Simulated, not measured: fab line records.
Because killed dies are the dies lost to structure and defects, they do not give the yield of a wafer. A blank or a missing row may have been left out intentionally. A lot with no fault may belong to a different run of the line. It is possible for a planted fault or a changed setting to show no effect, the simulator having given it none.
A lot that was struck, set against a sound lot	flow sky130	16 steps out of a route of 708
Sound: the wafers L108.1, L108.2, L108.5. Struck: wafers L118.1, L118.5, L118.6. The cause is given at the end.
Order at every step that has rows: each side's tool, ch and its chambers, its first start. Under that, the readings that differ: sound wafers	struck wafers	difference of the means	sigmas: that difference in standard deviations of wafers without a fault.
alike: readings whose means differ by less than 2 such deviations, and words and numbers that are the same on both sides. not compared: withheld readings, readings that some wafer has no value for, bounds like >300 that may hide the same value, and numbers for which the record gives no deviation and whose values overlap.
The two part at a step that has a row with sigmas, a row that says differs or no value, or rows on one side only. Numbers that have no deviation but don't overlap get no sigmas and don't part them. A reading missing from all wafers of one side parts the sides only when that side holds two or more wafers.

SKY_NWELL_RS_MEAS_29: uses a four-point probe to measure.
  sound on film metro-01, day 6 04:23; struck on film metro-01, day 8 16:16
  alike: NWELL_RS
SKY_NWELL_RS_MEAS_31: uses a four-point probe to measure.
  sound on film metro-01, day 6 04:38; struck on film metro-01, day 8 16:31
  alike: PWDE_RS
then, 7 steps without rows for these wafers: SKY_VT_ADJUST_HVTP_DEHYDRATE_00 (time 60 s); SKY_VT_ADJUST_HVTP_HMDS_01 (prime time 60 s); SKY_VT_ADJUST_HVTP_COAT_02 (resist thk 1140 nm); SKY_VT_ADJUST_HVTP_SOFTBAKE_03 (time 60 s); SKY_VT_ADJUST_HVTP_EXPOSE_04 (exposes mask HVTPM, target cd 380 nm); SKY_VT_ADJUST_HVTP_PEB_05; SKY_VT_ADJUST_HVTP_DEVELOP_06 (develop time 60 s).
SKY_VT_ADJUST_HVTP_CD_MEAS_07: target cd 380 nm.
  sound on cd sem-02, day 6 23:47; struck on cd sem-02, day 9 13:26
  alike: cd nm
SKY_VT_ADJUST_HVTP_OVL_MEAS_08:
  sound on overlay-02, day 6 23:55; struck on overlay-02, day 9 13:33
  alike: VT_ADJUST_HVTP_OVL
SKY_VT_ADJUST_HVTP_IMPLANT_09:
  sound on implanter-04 ch 0, day 6 23:56; struck on implanter-02 ch 0, day 9 13:35
reading	sound	struck	difference	sigmas
beam energy keV	149.94 149.94 149.95	138.33 138.27 138.36	-11.62	-99 or more
model.implant.rp nm (nm)	87.04 87.04 87.04	76.56 76.56 76.56	-10.48	
model.implant.drp nm (nm)	33.4 33.4 33.4	31.32 31.32 31.32	-2.08	
SKY_VT_ADJUST_HVTP_STRIP_10: strips in O2/N2.
  sound on plasma asher-04 ch 0,1, day 7 00:05; struck on plasma asher-02 ch 0,1, day 9 13:44
reading	sound	struck	difference	sigmas
strip time to endpoint s (s)	14.18 14.16 14.19	14.27 14.24 14.23	+0.07	+2
  alike: drypump motor current A, oes product au
  not compared: rf hours counter h
SKY_VT_ADJUST_HVTP_TW_MEAS_11:
  sound on film metro-04, day 7 00:11; struck on film metro-02, day 9 13:50
reading	sound	struck	difference	sigmas
VT_ADJUST_HVTP_TW	1356 1365 1362	1341 1337 1339	-22	-3
then, 1 step without rows for these wafers: SKY_VT_ADJUST_LVTN_DEHYDRATE_00 (time 60 s).
-- here the record skips 39 days between the struck wafers' starts before and after, leaving off in module VT_ADJUST_LVTN and picking up in module PAD_OPEN (first step shown: number 708 of the route) --
SKY_PAD_OPEN_PROBE_99:
  sound on prober-02, day 46 16:29; struck on prober-02, day 48 23:44
reading	sound	struck	difference	sigmas
model.etest.tip p.rs ohm sq	6587 6651 6634	7037 7056 7098	+440	
model.etest.pfet_01v8.r on ohm um	2744 2810 2850	3016 2972 3000	+195	
model.etest.pfet_01v8.drive ua um	204.9 203.5 197	182 186.3 183.1	-18	
model.etest.pfet_01v8_mvt.drive ua um	159.4 161.3 157.1	142.3 143.3 142.5	-16.6	
model.etest.pfet_01v8_hvt.drive ua um	153.3 151.6 147.1	134.3 137 135.2	-15.2	
model.etest.sram pfet latch.drive ua um	155.6 147.8 147.1	132.4 134.1 129.5	-18.2	
model.etest.pfet_01v8_mvt.off log10 a um	-9.834 -9.781 -9.661	-11.99 -12.02 -12.09	-2.27	
model.etest.pfet_01v8.off log10 a um	-8.837 -9.069 -9.168	-11.04 -10.54 -10.85	-1.79	
  alike: killed_at_M0_to_M3, killed_at_M4_up, killed at contacts, killed at front end, killed at other, killed dies, killed open, killed short

## WHERE THEY PART
At SKY_VT_ADJUST_HVTP_IMPLANT_09 first; at SKY_VT_ADJUST_HVTP_TW_MEAS_11 last (within this record only). Later steps at which nothing parts them and some readings are alike: SKY_PAD_OPEN_PROBE_99.

WHY: whatever the simulator had introduced
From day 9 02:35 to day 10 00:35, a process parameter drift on implanter-02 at SKY_VT_ADJUST_HVTP_IMPLANT_09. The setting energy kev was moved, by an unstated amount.
